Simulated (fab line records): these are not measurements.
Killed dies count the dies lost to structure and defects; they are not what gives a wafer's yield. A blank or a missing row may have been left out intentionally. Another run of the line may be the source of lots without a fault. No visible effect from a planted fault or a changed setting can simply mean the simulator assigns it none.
Which tool did it? || flow gf180mcu || 13 lots with 39 wafers sampled at 5 steps, on a route of 602 steps

## WHAT THE GAUGES READ, wafer by wafer
GF_MVPSD_TW_MEAS_11.
{"lot": "L665", "measured": "day 5 04:50", "on": "film-metro-02", "MVPSD_TW": "552 553 553"}
{"lot": "L666", "measured": "day 5 06:29", "on": "film-metro-02", "MVPSD_TW": "553 551 554"}
{"lot": "L668", "measured": "day 5 18:08", "on": "film-metro-04", "MVPSD_TW": "561 563 561"}
{"lot": "L669", "measured": "day 6 02:20", "on": "film-metro-02", "MVPSD_TW": "552 548 548"}
{"lot": "L671", "measured": "day 6 11:58", "on": "film-metro-03", "MVPSD_TW": "551 551 553"}
{"lot": "L673", "measured": "day 7 01:41", "on": "film-metro-04", "MVPSD_TW": "561 564 563"}
{"lot": "L675", "measured": "day 7 15:32", "on": "film-metro-04", "MVPSD_TW": "566 562 560"}
{"lot": "L676", "measured": "day 7 22:22", "on": "film-metro-02", "MVPSD_TW": "547 545 548"}
{"lot": "L677", "measured": "day 8 00:39", "on": "film-metro-03", "MVPSD_TW": "556 554 555"}
{"lot": "L679", "measured": "day 8 15:56", "on": "film-metro-03", "MVPSD_TW": "555 558 555"}
{"lot": "L681", "measured": "day 9 01:58", "on": "film-metro-03", "MVPSD_TW": "551 554 554"}
{"lot": "L687", "measured": "day 10 16:13", "on": "film-metro-03", "MVPSD_TW": "554 553 556"}
{"lot": "L688", "measured": "day 10 20:11", "on": "film-metro-04", "MVPSD_TW": "558 558 560"}

GF_POLY_GATE_CD_MEAS_18.
{"lot": "L665", "measured": "day 9 12:08", "on": "cd-sem-02", "cd-nm (nm)": "281.5 279.3 277.0"}
{"lot": "L666", "measured": "day 9 16:16", "on": "cd-sem-01", "cd-nm (nm)": "281.0 279.9 278.5"}
{"lot": "L668", "measured": "day 10 02:38", "on": "cd-sem-02", "cd-nm (nm)": "282.6 279.4 278.8"}
{"lot": "L669", "measured": "day 10 20:38", "on": "cd-sem-01", "cd-nm (nm)": "279.5 279.5 281.8"}
{"lot": "L671", "measured": "day 11 00:52", "on": "cd-sem-01", "cd-nm (nm)": "281.3 276.9 279.6"}
{"lot": "L673", "measured": "day 11 14:41", "on": "cd-sem-02", "cd-nm (nm)": "277.1 277.7 273.5"}
{"lot": "L675", "measured": "day 12 11:52", "on": "cd-sem-02", "cd-nm (nm)": "277.7 279.7 278.0"}
{"lot": "L676", "measured": "day 12 20:06", "on": "cd-sem-01", "cd-nm (nm)": "281.6 278.6 280.9"}
{"lot": "L677", "measured": "day 12 20:02", "on": "cd-sem-02", "cd-nm (nm)": "281.5 277.1 281.0"}
{"lot": "L679", "measured": "day 13 17:09", "on": "cd-sem-01", "cd-nm (nm)": "283.3 280.0 279.6"}
{"lot": "L681", "measured": "day 14 03:16", "on": "cd-sem-01", "cd-nm (nm)": "280.2 284.3 282.6"}
{"lot": "L687", "measured": "day 15 23:53", "on": "cd-sem-02", "cd-nm (nm)": "281.3 280.8 278.9"}
{"lot": "L688", "measured": "day 16 04:18", "on": "cd-sem-01", "cd-nm (nm)": "283.8 283.6 284.1"}

GF_HV_LDD_CD_MEAS_07: target cd 400 nm.
{"lot": "L665", "measured": "day 10 05:20", "on": "cd-sem-02", "cd-nm (nm)": "396.6 396.1 394.9"}
{"lot": "L666", "measured": "day 10 09:46", "on": "cd-sem-01", "cd-nm (nm)": "398.7 398.9 399.8"}
{"lot": "L668", "measured": "day 10 20:22", "on": "cd-sem-01", "cd-nm (nm)": "398.9 400.4 397.3"}
{"lot": "L669", "measured": "day 11 15:25", "on": "cd-sem-02", "cd-nm (nm)": "399.7 399.9 401.3"}
{"lot": "L671", "measured": "day 11 19:14", "on": "cd-sem-02", "cd-nm (nm)": "402.4 401.0 403.3"}
{"lot": "L673", "measured": "day 12 09:55", "on": "cd-sem-02", "cd-nm (nm)": "399.5 398.5 397.0"}
{"lot": "L675", "measured": "day 13 07:49", "on": "cd-sem-02", "cd-nm (nm)": "399.5 400.5 399.4"}
{"lot": "L676", "measured": "day 13 16:14", "on": "cd-sem-01", "cd-nm (nm)": "396.4 398.2 398.9"}
{"lot": "L677", "measured": "day 13 16:29", "on": "cd-sem-02", "cd-nm (nm)": "400.0 402.4 399.9"}
{"lot": "L679", "measured": "day 14 13:47", "on": "cd-sem-02", "cd-nm (nm)": "398.9 401.4 400.1"}
{"lot": "L681", "measured": "day 15 00:20", "on": "cd-sem-02", "cd-nm (nm)": "400.5 404.5 400.4"}
{"lot": "L687", "measured": "day 16 21:46", "on": "cd-sem-02", "cd-nm (nm)": "400.2 403.0 403.0"}
{"lot": "L688", "measured": "day 17 02:28", "on": "cd-sem-01", "cd-nm (nm)": "399.8 401.6 402.2"}

## WHAT TOOL EACH LOT RAN ON (gives the tool, then ch and the chambers of the sampled wafers, and finally the start)
{"lot": "L665", "GF_POLY_GATE_ETCH_13": "rie-si-01 ch 0,1,2, day 9 10:37", "GF_POLY_GATE_STRIP_14": "plasma-asher-04 ch 0,1, day 9 10:41"}
{"lot": "L666", "GF_POLY_GATE_ETCH_13": "rie-si-01 ch 0,3, day 9 14:43", "GF_POLY_GATE_STRIP_14": "plasma-asher-02 ch 0,1, day 9 14:47"}
{"lot": "L668", "GF_POLY_GATE_ETCH_13": "rie-si-01 ch 0,2,3, day 10 01:07", "GF_POLY_GATE_STRIP_14": "plasma-asher-02 ch 0,1, day 10 01:11"}
{"lot": "L669", "GF_POLY_GATE_ETCH_13": "rie-si-02 ch 0,2,3, day 10 18:13", "GF_POLY_GATE_STRIP_14": "plasma-asher-01 ch 0,1, day 10 18:17"}
{"lot": "L671", "GF_POLY_GATE_ETCH_13": "rie-si-02 ch 0,1,3, day 10 22:50", "GF_POLY_GATE_STRIP_14": "plasma-asher-01 ch 0, day 10 22:54"}
{"lot": "L673", "GF_POLY_GATE_ETCH_13": "rie-si-01 ch 0,1,3, day 11 13:10", "GF_POLY_GATE_STRIP_14": "plasma-asher-01 ch 1, day 11 13:14"}
{"lot": "L675", "GF_POLY_GATE_ETCH_13": "rie-si-02 ch 0,2, day 12 06:37", "GF_POLY_GATE_STRIP_14": "plasma-asher-01 ch 0,1, day 12 06:41"}
{"lot": "L676", "GF_POLY_GATE_ETCH_13": "rie-si-01 ch 0,2, day 12 17:14", "GF_POLY_GATE_STRIP_14": "plasma-asher-02 ch 0,1, day 12 17:20"}
{"lot": "L677", "GF_POLY_GATE_ETCH_13": "rie-si-02 ch 0,1,2, day 12 18:16", "GF_POLY_GATE_STRIP_14": "plasma-asher-01 ch 0,1, day 12 18:20"}
{"lot": "L679", "GF_POLY_GATE_ETCH_13": "rie-si-02 ch 1,2,3, day 13 14:58", "GF_POLY_GATE_STRIP_14": "plasma-asher-04 ch 0,1, day 13 15:02"}
{"lot": "L681", "GF_POLY_GATE_ETCH_13": "rie-si-02 ch 1,2, day 14 01:37", "GF_POLY_GATE_STRIP_14": "plasma-asher-04 ch 0,1, day 14 01:41"}
{"lot": "L687", "GF_POLY_GATE_ETCH_13": "rie-si-01 ch 0,1,2, day 15 21:46", "GF_POLY_GATE_STRIP_14": "plasma-asher-01 ch 0,1, day 15 21:49"}
{"lot": "L688", "GF_POLY_GATE_ETCH_13": "rie-si-01 ch 0,2,3, day 16 02:29", "GF_POLY_GATE_STRIP_14": "plasma-asher-04 ch 0,1, day 16 02:33"}
- GF_POLY_GATE_ETCH_13: etches poly-Si in HBr/Cl2, stops on SiO2, target depth 198.5 nm, time 69.6 s.
- GF_POLY_GATE_STRIP_14: strips in O2/N2.

## WHAT THE TOOLS THEMSELVES READ (means of the sampled wafers that have a number; where no wafer has one, the mark that the record gives instead)
GF_POLY_GATE_ETCH_13.
{"lot": "L665", "tool": "rie-si-01", "drypump-motor-current-A (A)": 6.0, "oes-product-au (a.u.)": 0.991, "rf-fwd-power-W (W)": 397.6, "throttle-valve-pct (%)": 33.692}
{"lot": "L666", "tool": "rie-si-01", "drypump-motor-current-A (A)": 5.8, "oes-product-au (a.u.)": 0.990, "rf-fwd-power-W (W)": 395.6, "throttle-valve-pct (%)": 33.680}
{"lot": "L668", "tool": "rie-si-01", "drypump-motor-current-A (A)": 5.8, "oes-product-au (a.u.)": 0.995, "rf-fwd-power-W (W)": 394.9, "throttle-valve-pct (%)": 33.693}
{"lot": "L669", "tool": "rie-si-02", "drypump-motor-current-A (A)": 5.6, "oes-product-au (a.u.)": 0.990, "rf-fwd-power-W (W)": 396.7, "throttle-valve-pct (%)": 33.685}
{"lot": "L671", "tool": "rie-si-02", "drypump-motor-current-A (A)": 5.6, "oes-product-au (a.u.)": 0.990, "rf-fwd-power-W (W)": 396.8, "throttle-valve-pct (%)": 33.682}
{"lot": "L673", "tool": "rie-si-01", "drypump-motor-current-A (A)": 6.1, "oes-product-au (a.u.)": 0.998, "rf-fwd-power-W (W)": 396.0, "throttle-valve-pct (%)": 33.676}
{"lot": "L675", "tool": "rie-si-02", "drypump-motor-current-A (A)": 5.7, "oes-product-au (a.u.)": 0.990, "rf-fwd-power-W (W)": 396.0, "throttle-valve-pct (%)": 33.686}
{"lot": "L676", "tool": "rie-si-01", "drypump-motor-current-A (A)": 5.6, "oes-product-au (a.u.)": 0.989, "rf-fwd-power-W (W)": 396.5, "throttle-valve-pct (%)": 33.682}
{"lot": "L677", "tool": "rie-si-02", "drypump-motor-current-A (A)": 5.4, "oes-product-au (a.u.)": 0.983, "rf-fwd-power-W (W)": 396.1, "throttle-valve-pct (%)": 33.691}
{"lot": "L679", "tool": "rie-si-02", "drypump-motor-current-A (A)": 5.3, "oes-product-au (a.u.)": 0.870, "rf-fwd-power-W (W)": 395.2, "throttle-valve-pct (%)": 33.678}
{"lot": "L681", "tool": "rie-si-02", "drypump-motor-current-A (A)": 5.1, "oes-product-au (a.u.)": 0.925, "rf-fwd-power-W (W)": 396.6, "throttle-valve-pct (%)": 33.684}
{"lot": "L687", "tool": "rie-si-01", "drypump-motor-current-A (A)": 5.9, "oes-product-au (a.u.)": 0.996, "rf-fwd-power-W (W)": 397.3, "throttle-valve-pct (%)": 33.688}
{"lot": "L688", "tool": "rie-si-01", "drypump-motor-current-A (A)": 5.8, "oes-product-au (a.u.)": 0.991, "rf-fwd-power-W (W)": 395.5, "throttle-valve-pct (%)": 33.690}

GF_POLY_GATE_STRIP_14.
{"lot": "L665", "tool": "plasma-asher-04", "drypump-motor-current-A (A)": 5.6, "heater-power-w (W)": 349, "oes-product-au (a.u.)": 0.505}
{"lot": "L666", "tool": "plasma-asher-02", "drypump-motor-current-A (A)": 6.3, "heater-power-w (W)": 296, "oes-product-au (a.u.)": 0.507}
{"lot": "L668", "tool": "plasma-asher-02", "drypump-motor-current-A (A)": 6.3, "heater-power-w (W)": 297, "oes-product-au (a.u.)": 0.507}
{"lot": "L669", "tool": "plasma-asher-01", "drypump-motor-current-A (A)": 5.4, "heater-power-w (W)": 345, "oes-product-au (a.u.)": 0.496}
{"lot": "L671", "tool": "plasma-asher-01", "drypump-motor-current-A (A)": 5.0, "heater-power-w (W)": 322, "oes-product-au (a.u.)": 0.501}
{"lot": "L673", "tool": "plasma-asher-01", "drypump-motor-current-A (A)": 5.7, "heater-power-w (W)": 355, "oes-product-au (a.u.)": 0.504}
{"lot": "L675", "tool": "plasma-asher-01", "drypump-motor-current-A (A)": 5.5, "heater-power-w (W)": 344, "oes-product-au (a.u.)": 0.504}
{"lot": "L676", "tool": "plasma-asher-02", "drypump-motor-current-A (A)": 6.3, "heater-power-w (W)": 294, "oes-product-au (a.u.)": 0.504}
{"lot": "L677", "tool": "plasma-asher-01", "drypump-motor-current-A (A)": 5.5, "heater-power-w (W)": 337, "oes-product-au (a.u.)": 0.504}
{"lot": "L679", "tool": "plasma-asher-04", "drypump-motor-current-A (A)": 5.4, "heater-power-w (W)": 337, "oes-product-au (a.u.)": 0.492}
{"lot": "L681", "tool": "plasma-asher-04", "drypump-motor-current-A (A)": 5.5, "heater-power-w (W)": 348, "oes-product-au (a.u.)": 0.502}
{"lot": "L687", "tool": "plasma-asher-01", "drypump-motor-current-A (A)": 5.5, "heater-power-w (W)": 347, "oes-product-au (a.u.)": 0.505}
{"lot": "L688", "tool": "plasma-asher-04", "drypump-motor-current-A (A)": 5.4, "heater-power-w (W)": 342, "oes-product-au (a.u.)": 0.507}

## THE ANSWER, worked out from the rows above alone
Rule: the usual values come from the lots themselves. Put in order of their means at a reading, lots are off if they are a third of the lots or fewer, leave a main group of 4 or more, and stand apart from it by a gap of 3 or more times the standard deviation of the main group's means; of several such gaps the widest counts. A main group whose means are all the same, to the digits that the tables above print for the reading, isn't used. Also off: a lot with no number at a reading for which 4 or more lots have one. The other lots that the step has rows for count as sound. After the gauges, taken in route order, come the tools' own readings; for these a lot's mean is taken, as printed above. The first step at which some lot is off is used, and at that step the reading that is off furthest; a lot without a number counts as furthest.
Off: L679, L681 (GF_POLY_GATE_ETCH_13, oes-product-au). For the main group the mean is 0.991 a.u. and the standard deviation 0.0038.
A tool fits if, at that step or a process step before it, it ran every lot that is off, and no sound lot after the first of them. One fits: rie-si-02 at GF_POLY_GATE_ETCH_13. Its last sound lot is L677 (day 12 18:16), its first lot that is off L679 (day 13 14:58): a fault that began between those two fits.
On the lots that are off, the tool's own readings at GF_POLY_GATE_ETCH_13 differ by more than 5 times the standard deviation of the sound lots' means, which bears it out; oes-product-au reads 0.897 a.u. there versus 0.991 a.u. on the sound lots.

## WHAT THE SIMULATOR HAD INSERTED
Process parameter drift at GF_POLY_GATE_ETCH_13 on rie-si-02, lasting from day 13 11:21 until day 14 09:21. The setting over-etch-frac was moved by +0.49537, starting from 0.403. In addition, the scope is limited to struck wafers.
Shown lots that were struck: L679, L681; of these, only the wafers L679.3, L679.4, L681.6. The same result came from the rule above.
